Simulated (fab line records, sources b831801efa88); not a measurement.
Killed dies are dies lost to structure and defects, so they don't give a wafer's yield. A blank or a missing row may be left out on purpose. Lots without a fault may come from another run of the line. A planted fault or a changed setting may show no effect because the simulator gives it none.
Chamber matching | flow sky130 | SKY_CONTACT_CMP_04 on cmp-01: 4 sister chambers
The step polishes SiO2. 4 wafers are shown with their chamber, then 7 later ones without.

WAFERS WITH THEIR CHAMBER
wafer  | chamber | motor_current_A (A)
L218.6 | 3       | 11.4
L223.5 | 2       | 11.6
L226.1 | 0       | 10.3
L226.4 | 1       | 13.9

WAFERS WITHOUT THEIR CHAMBER
wafer  | motor_current_A (A)
L226.6 | 9.7
L228.2 | 10.2
L228.5 | 11.6
L228.6 | 12.0
L230.2 | 12.5
L230.3 | 9.9
L230.6 | 10.0

WHICH CHAMBER EACH WENT THROUGH
wafer  | from the rows above          | in truth
L226.6 | 0                            | 0
L228.2 | 0                            | 0
L228.5 | can't be placed: 2 or 3      | 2
L228.6 | can't be placed: 2 or 3      | 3
L230.2 | can't be placed: 2 or 3 or 1 | 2
L230.3 | 0                            | 0
L230.6 | 0                            | 0
Placed correctly: 4 of 7. Can't be placed from these rows: 3 (the true chamber is among the candidates in 3). Placed wrongly: 0.
How it was worked out, from the rows above alone: a wafer's distance from a chamber is the root of the sum, over the readings, of the square of ((its reading less the chamber's mean) divided by the reading's scatter). The wafer belongs to the nearest chamber; if the next one is less than 2 further off, it can't be placed. A chamber's mean is the mean of its shown wafers. The scatter: with one shown wafer a chamber, the root of the mean of the squares of how far each hidden wafer lies from its nearest shown one.
